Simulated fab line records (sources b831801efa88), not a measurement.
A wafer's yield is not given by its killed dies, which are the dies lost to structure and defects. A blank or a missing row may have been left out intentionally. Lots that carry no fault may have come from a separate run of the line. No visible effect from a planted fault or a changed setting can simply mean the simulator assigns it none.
Lot-split experiment + flow sfq-line + 23 wafers read from 5 lots, route of 325 steps

== ON THE SPLIT ==
At SFQ_TRILAYER_I0_CMP_CMP_028 (polishes SiO2), the setting leave-above-ref-nm was moved away from the recipe's 200 nm on 8 of the 23 wafers read, by +3.1% to +7.2%. For the rest of the wafers, this setting stayed at what the recipe calls for.

The file shows no step between the split and the reading.

== THE READING ==
thk-nm, in nm, at SFQ_TRILAYER_I0_METRO_MEASURE_029. A value of 199.6 nm with a standard deviation of 1.3 nm is what fault-free wafers of this fab line usually give.

| wafer  | tool, chamber at the split | leave-above-ref-nm as run, nm | against the recipe | thk-nm, nm | against lot-mates on the recipe |
|--------|----------------------------|-------------------------------|--------------------|------------|---------------------------------|
| L074.1 | cmp-01, 2                  | 200                           | recipe             | 199.3      | -                               |
| L074.5 | cmp-01, 0                  | 200                           | recipe             | 199.9      | -                               |
| L074.6 | cmp-01, 3                  | 200                           | recipe             | 199.8      | -                               |
| L076.1 | cmp-01, 3                  | 200                           | recipe             | 199.4      | -                               |
| L076.2 | cmp-01, 2                  | 214.3                         | +7.2%              | 214.4      | +14.8                           |
| L076.4 | cmp-01, 0                  | 214.3                         | +7.2%              | 214.2      | +14.6                           |
| L076.5 | cmp-01, 1                  | 214.3                         | +7.2%              | 211.9      | +12.3                           |
| L076.6 | cmp-01, 0                  | 200                           | recipe             | 199.7      | -                               |
| L077.2 | cmp-02, 0                  | 206.2                         | +3.1%              | 203.9      | +4.1                            |
| L077.3 | cmp-02, 1                  | 200                           | recipe             | 199.7      | -                               |
| L077.4 | cmp-02, 3                  | 200                           | recipe             | 200.1      | -                               |
| L077.5 | cmp-02, 3                  | 200                           | recipe             | 199.7      | -                               |
| L077.6 | cmp-02, 2                  | 206.2                         | +3.1%              | 207.1      | +7.3                            |
| L081.1 | cmp-01, 0                  | 213.2                         | +6.6%              | 212.7      | +13.4                           |
| L081.2 | cmp-01, 2                  | 200                           | recipe             | 199.3      | -                               |
| L081.3 | cmp-01, 3                  | 200                           | recipe             | 199.2      | -                               |
| L081.4 | cmp-01, 1                  | 213.2                         | +6.6%              | 210.6      | +11.3                           |
| L081.5 | cmp-01, 1                  | 213.2                         | +6.6%              | 211.4      | +12.2                           |
| L083.1 | cmp-02, 3                  | 200                           | recipe             | 199.6      | -                               |
| L083.2 | cmp-02, 0                  | 200                           | recipe             | 199.3      | -                               |
| L083.4 | cmp-02, 1                  | 200                           | recipe             | 199.1      | -                               |
| L083.5 | cmp-02, 3                  | 200                           | recipe             | 199.9      | -                               |
| L083.6 | cmp-02, 2                  | 200                           | recipe             | 200.6      | -                               |

FIT RESULTS
A straight line over all 23 wafers: thk-nm changes by +1.88 nm for each +1% of leave-above-ref-nm; r = +0.99; the points scatter about the line by 0.84 nm.
The same after taking each lot's own level away (the mean of its wafers on the recipe; 23 wafers): +1.91 nm for each +1%; r = +0.99; scatter 0.8 nm.
That fit puts the effect of the largest move of leave-above-ref-nm on the reading at 14 nm.
The span of the lots' own levels, 199.25 to 199.83 nm, comes to 0.4 times the standard deviation stated above.
So the lot-to-lot level changes the slope little: the two slopes agree.
Check: +13.4 nm against its lot-mates is what the line predicts for one of the wafers moved furthest among these (+7.2%) when that wafer is left out of the fit. It came out at +14.8 nm against them.

== THE OTHER SPLITS THESE WAFERS WENT THROUGH ==
Note: prior to the reading, these wafers also went through further splits. Each is held against what the fit with the lots' levels taken away leaves over:
| other split on the same wafers               | wafers away from the commonest value | r with thk-nm (lot level and that fit taken away) |
|----------------------------------------------|--------------------------------------|---------------------------------------------------|
| SFQ_TRILAYER_L0_DEP_SPUTTER_003 time-s       | 12                                   | -0.27                                             |
| SFQ_TRILAYER_L0_LITHO_COAT_005 resist-thk-nm | 8                                    | +0.28                                             |
| SFQ_TRILAYER_L0_VIA_LITHO_PEB_016 peb-time-s | 7                                    | -0.20                                             |
| SFQ_TRILAYER_L0_VIA_ETCH_VIA_ETCH_016 bias-w | 2                                    | -0.22                                             |
| SFQ_TRILAYER_M0_DEP_SPUTTER_019 time-s       | 6                                    | -0.15                                             |
| SFQ_TRILAYER_M0_ETCH_METAL_ETCH_024 time-s   | 5                                    | -0.33                                             |

== THE WHOLE CHAIN: every reading that the file lists as answering this split, in the file's order ==
| step                              | what it does  | reading                                                                                   | change (the file's fit)              | r (the file's) |
|-----------------------------------|---------------|-------------------------------------------------------------------------------------------|--------------------------------------|----------------|
| SFQ_TRILAYER_I0_CMP_CMP_028       | polishes SiO2 | SiO2_of_TRILAYER_I0_DEP_PECVD_027.thk-nm (the simulator's own value, which no gauge read) | +1.91 nm for each +1% of the setting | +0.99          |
| SFQ_TRILAYER_I0_METRO_MEASURE_029 |               | thk-nm                                                                                    | +1.9 nm for each +1% of the setting  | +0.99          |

== FILE'S OWN FIT ==
thk-nm changes by +1.9 nm for each +1% of leave-above-ref-nm, r = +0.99.
